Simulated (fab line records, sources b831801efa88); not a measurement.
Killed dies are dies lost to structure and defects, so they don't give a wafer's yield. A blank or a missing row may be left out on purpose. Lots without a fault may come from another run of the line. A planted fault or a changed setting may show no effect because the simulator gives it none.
A struck lot beside a sound one | flow sky130 | 21 steps out of a route of 708
Sound: wafers L506.1, L506.4, L506.6. Struck: wafers L498.1, L498.2. (L498.4 of the same lot was not struck and is left out.) The cause comes at the end.
At each step with rows: each side's tool, then ch and its chambers, then its first start. Under that, the readings that differ: sound wafers | struck wafers | difference of the means | sigmas: that difference in standard deviations of wafers without a fault.
alike: readings whose means differ by less than 2 such deviations, and words and numbers that are the same on both sides. not compared: withheld readings, readings that some wafer has no value for, bounds like >300 that may hide the same value, and numbers for which the record gives no deviation and whose values overlap.
The two part at a step that has a row with sigmas, a row that says differs or no value, or rows on one side only. Numbers that don't overlap but have no deviation are shown without sigmas and don't part them. A reading that every wafer of one side lacks parts them only if that side has two wafers or more.

SKY_LI_CONTACT_CVD_21: deposits W, target thk 400 nm, time 120.56 s.
  sound on cvd_w-01 ch 0,1, day 34 12:56; struck on cvd_w-01 ch 0,1, day 32 04:23
  alike: heater_power_w
SKY_LI_CONTACT_RS_MEAS_22: measures by four-point-probe.
  sound on film_metro-02, day 34 13:04; struck on film_metro-02, day 32 04:31
  alike: LI_CONTACT_W_RS
SKY_LI_CONTACT_THK_MEAS_23: measures by xrf.
  sound on film_metro-02, day 34 13:11; struck on film_metro-02, day 32 04:38
  alike: LI_CONTACT_W_THK
SKY_LI_CONTACT_CMP_24: polishes, stops on PSG, t overpolish 20 s, target thk 0 nm.
  sound on cmp-01 ch 1,2, day 34 13:15; struck on cmp-01 ch 0,1, day 32 04:44
  alike: head_pressure_psi, motor_current_A, overpolish_run_s, time_to_endpoint_s
SKY_LOCAL_INTERCONNECT_SPUTTER_00: material TiN, target thk 100 nm, time 83.3 s.
  sound on pvd_sputter-03, day 34 13:33; struck on pvd_sputter-03, day 32 04:59
  alike: chamber_pressure_pa, throttle_valve_pct
SKY_LOCAL_INTERCONNECT_RS_MEAS_01: measures by four-point-probe.
  sound on film_metro-03, day 34 13:37; struck on film_metro-01, day 32 05:04
  alike: LOCAL_INTERCONNECT_TIN_RS
SKY_LOCAL_INTERCONNECT_THK_MEAS_02: measures by xrf.
  sound on film_metro-03, day 34 13:44; struck on film_metro-01, day 32 05:11
  alike: LOCAL_INTERCONNECT_TIN_THK
then, 5 steps without rows for these wafers: SKY_LOCAL_INTERCONNECT_DEHYDRATE_03 (time 60 s); SKY_LOCAL_INTERCONNECT_HMDS_04 (prime time 60 s); SKY_LOCAL_INTERCONNECT_COAT_05 (resist thk 60 nm); SKY_LOCAL_INTERCONNECT_COAT_06 (resist thk 450 nm); SKY_LOCAL_INTERCONNECT_SOFTBAKE_07 (time 90 s).
SKY_LOCAL_INTERCONNECT_EXPOSE_08: exposes mask LI1M, target cd 170 nm.
  sound on krf_scanner-02 ch 0, day 35 03:24; struck on krf_scanner-02 ch 0, day 32 18:54
  alike: mask, focus_offset_nm, stage_vel_mm_s
then, 2 steps without rows for these wafers: SKY_LOCAL_INTERCONNECT_PEB_09; SKY_LOCAL_INTERCONNECT_DEVELOP_10 (develop time 60 s).
SKY_LOCAL_INTERCONNECT_CD_MEAS_11: target cd 170 nm.
  sound on cd_sem-01, day 35 16:28; struck on cd_sem-02, day 33 08:29
  reading    | sound             | struck    | difference | sigmas
  cd_nm (nm) | 171.5 173.2 171.5 | 31.7 32.7 | -139.9     | -93
SKY_LOCAL_INTERCONNECT_OVL_MEAS_12:
  sound on overlay-01, day 35 16:35; struck on overlay-01, day 33 08:36
  alike: LOCAL_INTERCONNECT_OVL
SKY_LOCAL_INTERCONNECT_ETCH_13: etches BARC in N2/H2, stops on SiO2, time 45.9 s, target depth 60 nm.
  sound on rie_metal-02 ch 0,1, day 35 16:37; struck on rie_metal-03 ch 0,1, day 33 08:38
  reading                             | sound           | struck      | difference | sigmas
  model.LOCAL_INTERCONNECT.cd_nm (nm) | 171 173.2 171.9 | 31.78 31.68 | -140.30    |
  alike: drypump_motor_current_A, h2_flow_sccm, oes_product_au, throttle_valve_pct
  not compared: rf_hours_counter_h
SKY_LOCAL_INTERCONNECT_METAL_ETCH_14: etches TiN in Cl2/BCl3, stops on PSG, target depth 110 nm, time 31.4 s.
  sound on rie_metal-02 ch 0,1, day 35 16:41; struck on rie_metal-03 ch 0,1, day 33 08:42
  reading                             | sound             | struck      | difference | sigmas
  model.LOCAL_INTERCONNECT.cd_nm (nm) | 169.9 171.6 170.3 | 32.77 31.83 | -138.30    |
  alike: drypump_motor_current_A, oes_product_au, throttle_valve_pct
  not compared: rf_hours_counter_h
SKY_LOCAL_INTERCONNECT_STRIP_15: strips in O2/N2.
  sound on plasma_asher-01 ch 1, day 35 16:44; struck on plasma_asher-03 ch 0,1, day 33 08:45
  alike: drypump_motor_current_A, oes_product_au, strip_time_to_endpoint_s
  not compared: rf_hours_counter_h
-- the record jumps here: 15 days lie between the struck wafers' starts before and after (it left off in module LOCAL_INTERCONNECT and takes up again in module PAD_OPEN, whose first step shown is number 708 of the route) --
SKY_PAD_OPEN_PROBE_99:
  sound on prober-02, day 49 16:40; struck on prober-02, day 48 02:38
  reading            | sound    | struck  | difference | sigmas
  killed_at_contacts | 22 19 27 | 443 437 | +417       | +77
  killed_dies        | 87 80 77 | 492 492 | +411       | +47
  killed_on_rim      | 16 18 15 | 96 96   | +80        | +23
  alike: killed_at_M0_to_M3, killed_at_M4_up, killed_at_front_end, killed_at_other, killed_open, killed_short

WHERE THEY PART
First at SKY_LOCAL_INTERCONNECT_CD_MEAS_11; last, within this record, at SKY_PAD_OPEN_PROBE_99.

WHY: what the simulator had put in
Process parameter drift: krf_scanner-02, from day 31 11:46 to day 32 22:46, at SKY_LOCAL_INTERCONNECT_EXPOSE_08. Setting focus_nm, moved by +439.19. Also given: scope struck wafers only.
